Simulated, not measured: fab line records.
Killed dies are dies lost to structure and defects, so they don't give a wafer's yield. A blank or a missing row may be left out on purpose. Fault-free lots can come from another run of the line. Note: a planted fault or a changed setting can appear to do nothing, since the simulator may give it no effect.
fab line records	flow sky130	part 1 of 2: steps 1 to 28 of 40
record lots=5	wafers=15	lastDay=50
route steps=708 shown VIA2@510 METAL3@532 CAPM@537
lots untouched by any fault: they come from a run of this same line in which no faults occurred
startH: hours from the record's first day to the start of the lot's first wafer shown	waitH: hours from the lot's prior step to this one	" the same as in the row above	L1.1+2: several wafers, shown together as one row	- no value, or no start was given	* or withheld: withheld	< > ~ a bound
route shown NAME@n: names a module that has steps shown in the file, with the first one's number in the route	usual: mean and standard deviation over wafers with no fault	same: alike in all rows	chamber/n: place in a boat	sites: the reading at each site	_std_site: their standard deviation	_edge_site: the outer-site mean with the inner-site mean subtracted	radiusMm: for every site, how far away it sits from the centre of the wafer	mask NAME#n: copy n	behind: the last tool/chamber to shape the wafer	hold: the reason the lot was held/the length of the hold in hours/how it ended	device: transistor that didn't switch, given as n, p or np	end of line: the tests these same wafers got at the end of their route	for a step that has no rows: nothing shown but its recipe	killed: count of dies lost to structure and defects at first sort (not the wafer's yield)	map: a wafer's dies, marking killed ones x, the rest . and places with no die _
set.NAME: the run value of the setting; set.NAME@STEP: its run value at that earlier step	model.NAME: the simulator's own value behind a step, which no gauge read
lots at selected steps of the route; one table per step, one row per wafer
services: a tool's chamber out of use, with start hour (startH, from the record's first day; less than 0 if before it), hours out, and reason
## steps
# step SKY_VIA2_BOW_MEAS_03
# recipe mode=bow
# usual VIA2_BOW=85/6.7
lot.wafer	tool	chamber	startH	waitH	VIA2_BOW[um]
L078.2	filmMetro-02	-	852.32	0.3	73
L078.4	"	-	"	"	80
L078.5	"	-	"	"	91
L083.2	filmMetro-04	-	898.44	0.2	83
L083.3	"	-	"	"	90
L083.6	"	-	"	"	96
L085.4	filmMetro-04	-	919.89	0.2	93
L085.5	"	-	"	"	78
L085.6	"	-	"	"	89
L088.3	filmMetro-02	-	927.37	0.3	89
L088.5	"	-	"	"	83
L088.6	"	-	"	"	73
L095.1	filmMetro-01	-	977.15	0.1	85
L095.4	"	-	"	"	74
L095.5	"	-	"	"	86
# step SKY_VIA2_DEHYDRATE_04
# recipe tempC=200	timeS=60
lot.wafer	tool	chamber	startH	waitH
L078.2+4+5	lithoTrack-04	0	864.66	12.3
L083.2+3+6	lithoTrack-03	0	911.52	13.1
L085.4+5+6	lithoTrack-04	0	931.21	11.3
L088.3+5+6	lithoTrack-03	0	940.15	12.8
L095.1+4+5	lithoTrack-03	0	988.75	11.6
# step SKY_VIA2_HMDS_05
# recipe primeTimeS=60	primeTempC=120
lot.wafer	tool	chamber	startH	waitH
L078.2+4+5	lithoTrack-04	0	864.81	0.1
L083.2+3+6	lithoTrack-03	0	911.67	0.1
L085.4+5+6	lithoTrack-04	0	931.36	0.1
L088.3+5+6	lithoTrack-03	0	940.30	0.1
L095.1+4+5	lithoTrack-03	0	988.90	0.1
# step SKY_VIA2_COAT_06
# recipe resist=BARC	tempC=withheld	timeS=withheld	spinRpm=3000	resistThkNm=60
# usual spinSpeedRpm=3000.2/1.9
lot.wafer	tool	chamber	startH	waitH	spinSpeedRpm
L078.2	lithoTrack-04	0	864.96	0.1	3000.5
L078.4	"	0	"	"	3002.6
L078.5	"	0	"	"	3001.5
L083.2	lithoTrack-03	0	911.82	0.1	2998.9
L083.3	"	0	"	"	2999.9
L083.6	"	0	"	"	2997.9
L085.4	lithoTrack-04	0	931.51	0.1	3001.9
L085.5	"	0	"	"	3001.4
L085.6	"	0	"	"	3001.0
L088.3	lithoTrack-03	0	940.45	0.1	2999.3
L088.5	"	0	"	"	2997.1
L088.6	"	0	"	"	2997.4
L095.1	lithoTrack-03	0	989.05	0.1	2997.7
L095.4	"	0	"	"	3000.2
L095.5	"	0	"	"	3000.9
# step SKY_VIA2_COAT_07
# recipe resist=KrF-thick	spinRpm=3000	resistThkNm=450
# usual spinSpeedRpm=2999.9/2
lot.wafer	tool	chamber	startH	waitH	spinSpeedRpm
L078.2	lithoTrack-04	0	-	-	2998.6
L078.4	"	0	"	"	2997.9
L078.5	"	0	"	"	2997.4
L083.2	lithoTrack-03	0	-	-	2997.5
L083.3	"	0	"	"	2995.6
L083.6	"	0	"	"	2998.7
L085.4	lithoTrack-04	0	-	-	3000.3
L085.5	"	0	"	"	3002.3
L085.6	"	0	"	"	3001.1
L088.3	lithoTrack-03	0	-	-	2999.4
L088.5	"	0	"	"	2994.7
L088.6	"	0	"	"	2995.5
L095.1	lithoTrack-03	0	-	-	3001.7
L095.4	"	0	"	"	3003.2
L095.5	"	0	"	"	3001.9
# step SKY_VIA2_SOFTBAKE_08
# recipe tempC=100	timeS=90	resist=KrF-thick
lot.wafer	tool	chamber	startH	waitH
L078.2+4+5	lithoTrack-04	0	-	-
L083.2+3+6	lithoTrack-03	0	-	-
L085.4+5+6	lithoTrack-04	0	-	-
L088.3+5+6	lithoTrack-03	0	-	-
L095.1+4+5	lithoTrack-03	0	-	-
# step SKY_VIA2_EXPOSE_09
# recipe maskId=VIM2	na=0.8	sourceShape=annular	sigmaInner=0.55	sigmaOuter=0.85	targetCdNm=200	doseMj=38
lot.wafer	tool	chamber	startH	waitH	mask
L078.2+4+5	krfScanner-01	0	-	-	VIM2#0
L083.2+3+6	krfScanner-01	0	-	-	VIM2#0
L085.4+5+6	krfScanner-02	0	-	-	VIM2#0
L088.3+5+6	krfScanner-02	0	-	-	VIM2#0
L095.1+4+5	krfScanner-02	0	-	-	VIM2#0
# step SKY_VIA2_PEB_10
# recipe pebTempC=withheld	pebTimeS=withheld	resist=KrF-thick
lot.wafer	tool	chamber	startH	waitH
L078.2+4+5	lithoTrack-03	0	-	-
L083.2+3+6	lithoTrack-01	0	-	-
L085.4+5+6	lithoTrack-04	0	-	-
L088.3+5+6	lithoTrack-04	0	-	-
L095.1+4+5	lithoTrack-03	0	-	-
# step SKY_VIA2_DEVELOP_11
# recipe developTimeS=60	resist=KrF-thick	devTempC=21
# usual developerTempC=20.98/0.12
lot.wafer	tool	chamber	startH	waitH	developerTempC
L078.2	lithoTrack-03	0	-	-	21.13
L078.4	"	0	"	"	21.05
L078.5	"	0	"	"	21.13
L083.2	lithoTrack-01	0	-	-	20.87
L083.3	"	0	"	"	21.01
L083.6	"	0	"	"	20.96
L085.4	lithoTrack-04	0	-	-	20.91
L085.5	"	0	"	"	21.04
L085.6	"	0	"	"	20.95
L088.3	lithoTrack-04	0	-	-	21.04
L088.5	"	0	"	"	21.07
L088.6	"	0	"	"	21.06
L095.1	lithoTrack-03	0	-	-	20.81
L095.4	"	0	"	"	21.02
L095.5	"	0	"	"	20.91
# step SKY_VIA2_CD_MEAS_12
# recipe targetCdNm=200
# usual cdNm=199.8/1.6
lot.wafer	tool	chamber	startH	waitH	cdNm
L078.2	cdSem-01	-	878.36	-	198.0
L078.4	"	-	"	"	199.1
L078.5	"	-	"	"	200.7
L083.2	cdSem-01	-	924.46	-	199.5
L083.3	"	-	"	"	200.2
L083.6	"	-	"	"	199.7
L085.4	cdSem-02	-	944.34	-	201.8
L085.5	"	-	"	"	200.5
L085.6	"	-	"	"	202.3
L088.3	cdSem-02	-	952.62	-	198.0
L088.5	"	-	"	"	197.9
L088.6	"	-	"	"	197.4
L095.1	cdSem-02	-	1000.75	-	202.0
L095.4	"	-	"	"	201.8
L095.5	"	-	"	"	201.6
# step SKY_VIA2_OVL_MEAS_13
# usual VIA2_OVL=2/4.8
lot.wafer	tool	chamber	startH	waitH	VIA2_OVL[nm]
L078.2	overlay-02	-	878.47	0.1	5
L078.4	"	-	"	"	3
L078.5	"	-	"	"	-2
L083.2	overlay-01	-	924.57	0.1	0
L083.3	"	-	"	"	4
L083.6	"	-	"	"	3
L085.4	overlay-02	-	944.42	0.1	7
L085.5	"	-	"	"	2
L085.6	"	-	"	"	7
L088.3	overlay-01	-	952.72	0.1	4
L088.5	"	-	"	"	1
L088.6	"	-	"	"	-1
L095.1	overlay-02	-	1000.87	0.1	-9
L095.4	"	-	"	"	-4
L095.5	"	-	"	"	-15
# step SKY_VIA2_ETCH_14
# recipe chemistry=N2/H2	target=BARC	ionEnergyEv=200	sourceW=500	biasW=100	pressureMtorr=30	n2FlowSccm=100	h2FlowSccm=200	stopOn=SiO2	timeS=45.9	targetDepthA=600
# usual drypumpMotorCurrentA=5.7/0.32	oesProductAu=0.854/0.0048	throttleValvePct=13.225/0.0086
lot.wafer	tool	chamber	startH	waitH	drypumpMotorCurrentA	oesProductAu	rfHoursCounterH	throttleValvePct
L078.2	rieDiel-01	0	878.50	0.0	5.6	0.858	5	13.219
L078.4	"	2	"	"	5.8	0.853	6	13.229
L078.5	"	3	"	"	6.1	0.850	-	13.229
L083.2	rieDiel-01	0	924.60	0.0	5.6	0.847	6	13.211
L083.3	"	1	"	"	6.1	0.851	5	13.225
L083.6	"	3	"	"	6.1	0.853	-	13.211
L085.4	rieDiel-03	2	944.44	0.0	5.2	0.855	10	13.222
L085.5	"	3	"	"	6.0	0.849	-	13.229
L085.6	"	0	"	"	6.1	0.844	-	13.238
L088.3	rieDiel-02	0	952.74	0.0	5.4	0.853	22	13.221
L088.5	"	3	"	"	5.5	0.852	-	13.237
L088.6	"	2	"	"	5.3	0.855	-	13.227
L095.1	rieDiel-02	1	1000.90	0.0	5.8	0.852	21	13.236
L095.4	"	3	"	"	5.5	0.854	7	13.225
L095.5	"	0	"	"	5.4	0.857	-	13.213
# step SKY_VIA2_ETCH_15
# recipe target=SiO2	chemistry=C4F8/O2/Ar	targetDepthNm=546	stopOn=TiN	maskMaterial=KrF-thick	sourceW=1500	biasW=1200	pressureMtorr=40	c4f8FlowSccm=withheld	O2_flow_sccm=6	Ar_flow_sccm=300	timeS=84
# usual oesProductAu=0.940/0.0045
lot.wafer	tool	chamber	startH	waitH	oesProductAu	rfHoursCounterH
L078.2	rieDiel-01	0	878.54	0.0	0.942	5
L078.4	"	2	"	"	0.938	6
L078.5	"	3	"	"	0.937	-
L083.2	rieDiel-01	0	924.64	0.0	0.928	6
L083.3	"	1	"	"	0.935	5
L083.6	"	3	"	"	0.940	-
L085.4	rieDiel-03	2	944.48	0.0	0.939	10
L085.5	"	3	"	"	0.939	-
L085.6	"	0	"	"	0.936	-
L088.3	rieDiel-02	0	952.78	0.0	0.939	22
L088.5	"	3	"	"	0.937	-
L088.6	"	2	"	"	0.943	-
L095.1	rieDiel-02	1	1000.94	0.0	0.937	21
L095.4	"	3	"	"	0.932	7
L095.5	"	0	"	"	0.938	-
# step SKY_VIA2_STRIP_16
# recipe chemistry=O2/N2	powerW=1400	pressureMtorr=1500	platenTempC=withheld	o2FlowSccm=3000	n2FlowSccm=300	overashFraction=0.5
# usual drypumpMotorCurrentA=5.6/0.61	oesProductAu=0.398/0.0047	stripTimeToEndpointS=4.04/0.037
lot.wafer	tool	chamber	startH	waitH	drypumpMotorCurrentA	oesProductAu	rfHoursCounterH	stripTimeToEndpointS
L078.2	plasmaAsher-04	1	878.61	0.0	5.3	0.391	106	4.06
L078.4	"	1	"	"	5.4	0.393	-	4.02
L078.5	"	0	"	"	4.7	0.387	-	4.00
L083.2	plasmaAsher-02	1	924.70	0.0	6.1	0.398	48	4.04
L083.3	"	0	"	"	6.6	0.404	-	4.01
L083.6	"	0	"	"	6.6	0.398	-	4.00
L085.4	plasmaAsher-03	1	944.58	0.1	5.5	0.396	-	3.97
L085.5	"	0	"	"	5.6	0.403	-	4.01
L085.6	"	1	"	"	5.5	0.397	-	4.00
L088.3	plasmaAsher-04	1	952.88	0.1	5.4	0.393	-	4.02
L088.5	"	1	"	"	5.4	0.403	-	4.09
L088.6	"	0	"	"	4.7	0.399	-	4.08
L095.1	plasmaAsher-03	1	1001.01	0.0	5.5	0.397	89	4.02
L095.4	"	0	"	"	5.6	0.404	-	4.08
L095.5	"	1	"	"	5.5	0.394	-	4.04
# step SKY_VIA2_STRIP_17
# recipe chemistry=postEtchResidueRemover	timeS=1200	tempC=72.5
lot.wafer	tool	chamber	startH	waitH
L078.2+4+5	wetBench-02	0	878.71	0.1
L083.2+3+6	wetBench-04	2	924.80	0.1
L085.4+5+6	wetBench-04	1	944.64	0.0
L088.3+5+6	wetBench-04	0	952.94	0.0
L095.1+4+5	wetBench-02	3	1001.11	0.1
# step SKY_VIA2_CLEAN_18
# recipe chemistry=IPA	timeS=180	tempC=25
lot.wafer	tool	chamber	startH	waitH
L078.2+4+5	wetBench-01	3	879.05	0.0
L083.2+3+6	wetBench-04	1	925.14	0.0
L085.4+5+6	wetBench-01	0	944.99	0.0
L088.3+5+6	wetBench-01	0	953.29	0.0
L095.1+4+5	wetBench-04	1	1001.48	0.0
# step SKY_VIA2_CLEAN_19
# recipe chemistry=O3/DIW	dry=n2Spin
lot.wafer	tool	chamber	startH	waitH
L078.2+4+5	wetBench-02	2	879.11	0.0
L083.2+3+6	wetBench-04	2	925.20	0.0
L085.4+5+6	wetBench-04	0	945.04	0.0
L088.3+5+6	wetBench-01	2	953.35	0.0
L095.1+4+5	wetBench-02	2	1001.56	0.0
# step SKY_VIA2_SPUTTER_20
# recipe material=TiN	targetThkNm=20	chamberPressurePa=5	powerW=4000	timeS=80
# usual throttleValvePct=29.8/0.9
lot.wafer	tool	chamber	startH	waitH	throttleValvePct
L078.2	pvdSputter-03	-	879.20	0.0	30.4
L078.4	"	-	"	"	30.0
L078.5	"	-	"	"	30.2
L083.2	pvdSputter-04	-	925.29	0.0	29.3
L083.3	"	-	"	"	30.9
L083.6	"	-	"	"	29.5
L085.4	pvdSputter-01	-	945.14	0.0	28.4
L085.5	"	-	"	"	31.0
L085.6	"	-	"	"	28.7
L088.3	pvdSputter-04	-	953.45	0.0	29.3
L088.5	"	-	"	"	29.4
L088.6	"	-	"	"	31.0
L095.1	pvdSputter-01	-	1001.66	0.0	28.5
L095.4	"	-	"	"	28.9
L095.5	"	-	"	"	29.5
# step SKY_VIA2_CVD_21
# recipe material=W	targetThkNm=420	timeS=126.4	tempC=400	pressureTorr=40
# usual heaterPowerOuterW=553/24	heaterPowerW=869/54
lot.wafer	tool	chamber	startH	waitH	heaterPowerOuterW	heaterPowerW
L078.2	cvdW-02	1	879.26	0.0	554	901
L078.4	"	0	"	"	521	797
L078.5	"	1	"	"	562	887
L083.2	cvdW-01	0	925.36	0.0	546	846
L083.3	"	0	"	"	563	853
L083.6	"	1	"	"	574	898
L085.4	cvdW-02	0	945.24	0.1	524	799
L085.5	"	0	"	"	504	807
L085.6	"	1	"	"	548	903
L088.3	cvdW-01	1	953.55	0.1	566	920
L088.5	"	0	"	"	554	849
L088.6	"	1	"	"	575	890
L095.1	cvdW-02	0	1001.72	0.0	507	781
L095.4	"	0	"	"	531	797
L095.5	"	1	"	"	570	886
# step SKY_VIA2_RS_MEAS_22
# recipe thkMeasGauge=four-point-probe	reads=W_of_VIA2_CVD_21+TiN_of_VIA2_SPUTTER_20
# usual VIA2_W_RS=0.2743/0.003
lot.wafer	tool	chamber	startH	waitH	VIA2_W_RS[ohm/sq]
L078.2	filmMetro-02	-	879.41	0.1	0.2698
L078.4	"	-	"	"	0.2748
L078.5	"	-	"	"	0.2708
L083.2	filmMetro-04	-	925.51	0.1	0.2753
L083.3	"	-	"	"	0.2751
L083.6	"	-	"	"	0.2743
L085.4	filmMetro-02	-	945.39	0.1	0.2762
L085.5	"	-	"	"	0.2788
L085.6	"	-	"	"	0.2716
L088.3	filmMetro-04	-	953.68	0.1	0.2740
L088.5	"	-	"	"	0.2722
L088.6	"	-	"	"	0.2726
L095.1	filmMetro-02	-	1001.85	0.1	0.2785
L095.4	"	-	"	"	0.2762
L095.5	"	-	"	"	0.2715
# step SKY_VIA2_THK_MEAS_23
# recipe thkMeasGauge=xrf	reads=W_of_VIA2_CVD_21
# usual VIA2_W_THK=440/7
lot.wafer	tool	chamber	startH	waitH	VIA2_W_THK[nm]
L078.2	filmMetro-02	-	879.52	0.1	452
L078.4	"	-	"	"	442
L078.5	"	-	"	"	446
L083.2	filmMetro-04	-	925.62	0.1	439
L083.3	"	-	"	"	438
L083.6	"	-	"	"	443
L085.4	filmMetro-02	-	945.48	0.1	436
L085.5	"	-	"	"	431
L085.6	"	-	"	"	445
L088.3	filmMetro-04	-	953.78	0.1	446
L088.5	"	-	"	"	452
L088.6	"	-	"	"	450
L095.1	filmMetro-02	-	1001.97	0.1	433
L095.4	"	-	"	"	435
L095.5	"	-	"	"	442
# step SKY_VIA2_CMP_24
# recipe stopOn=SiO2	tOverpolishS=20	downForcePsi=3.5	platenRpm=60	targetThkNm=0	padVelocityMS=0.94248
# usual edgeZonePressureFrac=1.000/0.0045	motorCurrentA=11.7/1.2	overpolishRunS=19.999/0.0094	platenRpm=60.01/0.039	timeToEndpointS=100/3.7
lot.wafer	tool	chamber	startH	waitH	edgeZonePressureFrac	motorCurrentA	overpolishRunS	platenRpm	timeToEndpointS
L078.4	cmp-02	1	879.62	0.1	1.004	12.3	19.998	60.00	100
L078.2	"	3	"	"	0.997	11.2	19.995	60.03	104
L078.5	"	1	"	"	1.007	12.8	20.002	59.99	101
L083.2	cmp-01	3	925.67	0.0	1.001	12.4	19.986	59.97	101
L083.3	"	2	"	"	1.004	13.7	20.001	59.97	103
L083.6	"	0	"	"	1.007	10.4	19.979	60.06	104
L085.4	cmp-01	1	945.96	0.5	1.001	11.5	19.999	59.92	98
L085.6	"	0	"	"	1.003	10.5	20.000	60.01	103
L085.5	"	1	"	"	1.000	11.4	19.998	60.05	95
L088.3	cmp-01	2	953.82	0.0	0.999	13.3	19.999	60.02	103
L088.5	"	2	"	"	0.995	13.6	20.018	59.99	99
L088.6	"	3	"	"	1.001	12.7	20.000	60.02	100
L095.4	cmp-01	0	1002.87	0.9	1.003	10.6	19.995	60.03	107
L095.1	"	1	"	"	1.006	10.6	19.998	59.98	95
L095.5	"	2	"	"	0.998	13.5	19.995	60.03	107
# step SKY_METAL3_SPUTTER_00
# recipe material=Ti	targetThkNm=15	powerW=3000	timeS=10	chamberPressurePa=0.4
# usual throttleValvePct=30.3/0.86
lot.wafer	tool	chamber	startH	waitH	throttleValvePct
L078.2	pvdSputter-02	-	879.87	0.1	31.2
L078.4	"	-	"	"	30.5
L078.5	"	-	"	"	31.1
L083.2	pvdSputter-02	-	925.97	0.2	31.0
L083.3	"	-	"	"	31.6
L083.6	"	-	"	"	30.5
L085.4	pvdSputter-03	-	946.21	0.2	30.8
L085.5	"	-	"	"	31.2
L085.6	"	-	"	"	29.5
L088.3	pvdSputter-03	-	954.12	0.2	29.5
L088.5	"	-	"	"	30.1
L088.6	"	-	"	"	30.6
L095.1	pvdSputter-03	-	1003.07	0.1	30.2
L095.4	"	-	"	"	29.8
L095.5	"	-	"	"	29.8
# step SKY_METAL3_SPUTTER_01
# recipe material=TiN	targetThkNm=20	powerW=6500	timeS=16.7	chamberPressurePa=0.4
# usual throttleValvePct=30.3/0.89
lot.wafer	tool	chamber	startH	waitH	throttleValvePct
L078.2	pvdSputter-02	-	879.89	0.0	31.2
L078.4	"	-	"	"	30.4
L078.5	"	-	"	"	31.0
L083.2	pvdSputter-02	-	925.99	0.0	31.1
L083.3	"	-	"	"	31.8
L083.6	"	-	"	"	30.3
L085.4	pvdSputter-03	-	946.23	0.0	30.8
L085.5	"	-	"	"	31.1
L085.6	"	-	"	"	29.6
L088.3	pvdSputter-03	-	954.14	0.0	29.7
L088.5	"	-	"	"	30.4
L088.6	"	-	"	"	30.8
L095.1	pvdSputter-03	-	1003.09	0.0	29.9
L095.4	"	-	"	"	29.9
L095.5	"	-	"	"	29.8
# step SKY_METAL3_SPUTTER_02
# recipe material=AlCu	targetThkNm=735	powerW=10600	timeS=39.1	chamberPressurePa=0.4
# usual throttleValvePct=30.3/0.87
lot.wafer	tool	chamber	startH	waitH	throttleValvePct
L078.2	pvdSputter-02	-	879.92	0.0	31.0
L078.4	"	-	"	"	30.4
L078.5	"	-	"	"	31.0
L083.2	pvdSputter-02	-	926.01	0.0	31.1
L083.3	"	-	"	"	31.7
L083.6	"	-	"	"	30.3
L085.4	pvdSputter-03	-	946.26	0.0	30.8
L085.5	"	-	"	"	30.8
L085.6	"	-	"	"	29.7
L088.3	pvdSputter-03	-	954.17	0.0	29.8
L088.5	"	-	"	"	30.5
L088.6	"	-	"	"	31.0
L095.1	pvdSputter-03	-	1003.11	0.0	29.9
L095.4	"	-	"	"	29.8
L095.5	"	-	"	"	29.9
# step SKY_METAL3_SPUTTER_03
# recipe material=Ti	targetThkNm=5	powerW=3000	timeS=3.3	chamberPressurePa=0.4
# usual throttleValvePct=30.3/0.83
lot.wafer	tool	chamber	startH	waitH	throttleValvePct
L078.2	pvdSputter-02	-	879.96	0.0	31.0
L078.4	"	-	"	"	30.4
L078.5	"	-	"	"	31.1
L083.2	pvdSputter-02	-	926.05	0.0	31.3
L083.3	"	-	"	"	31.5
L083.6	"	-	"	"	30.3
L085.4	pvdSputter-03	-	946.30	0.0	31.0
L085.5	"	-	"	"	30.8
L085.6	"	-	"	"	29.5
L088.3	pvdSputter-03	-	954.21	0.0	30.1
L088.5	"	-	"	"	30.5
L088.6	"	-	"	"	30.9
L095.1	pvdSputter-03	-	1003.15	0.0	29.8
L095.4	"	-	"	"	29.8
L095.5	"	-	"	"	29.8
# step SKY_METAL3_SPUTTER_04
# recipe material=TiN	targetThkNm=70	powerW=6500	timeS=58.3	chamberPressurePa=0.4
# usual throttleValvePct=30.4/0.88
lot.wafer	tool	chamber	startH	waitH	throttleValvePct
L078.2	pvdSputter-02	-	879.97	0.0	31.1
L078.4	"	-	"	"	30.2
L078.5	"	-	"	"	31.0
L083.2	pvdSputter-02	-	926.07	0.0	31.5
L083.3	"	-	"	"	31.7
L083.6	"	-	"	"	30.5
L085.4	pvdSputter-03	-	946.32	0.0	30.8
L085.5	"	-	"	"	30.8
L085.6	"	-	"	"	30.0
L088.3	pvdSputter-03	-	954.23	0.0	29.8
L088.5	"	-	"	"	30.6
L088.6	"	-	"	"	30.8
L095.1	pvdSputter-03	-	1003.17	0.0	29.8
L095.4	"	-	"	"	29.9
L095.5	"	-	"	"	29.6
# step SKY_CAPM_CVD_00
# recipe material=SiO2	targetThkNm=15.5	tempC=400	timeS=withheld	rfW=450
# usual heaterPowerOuterW=385/63	heaterPowerW=648/98
lot.wafer	tool	chamber	startH	waitH	heaterPowerOuterW	heaterPowerW
L078.2	pecvd-04	0	880.02	0.0	317	510
L078.4	"	0	"	"	314	516
L078.5	"	0	"	"	307	507
L083.2	pecvd-04	0	926.12	0.0	398	616
L083.3	"	2	"	"	405	704
L083.6	"	1	"	"	348	630
L085.4	pecvd-01	2	946.38	0.0	449	808
L085.5	"	1	"	"	445	732
L085.6	"	0	"	"	454	766
L088.3	pecvd-01	2	954.28	0.0	441	767
L088.5	"	2	"	"	457	809
L088.6	"	0	"	"	458	760
L095.1	pecvd-04	2	1003.22	0.0	455	759
L095.4	"	2	"	"	456	779
L095.5	"	0	"	"	412	631
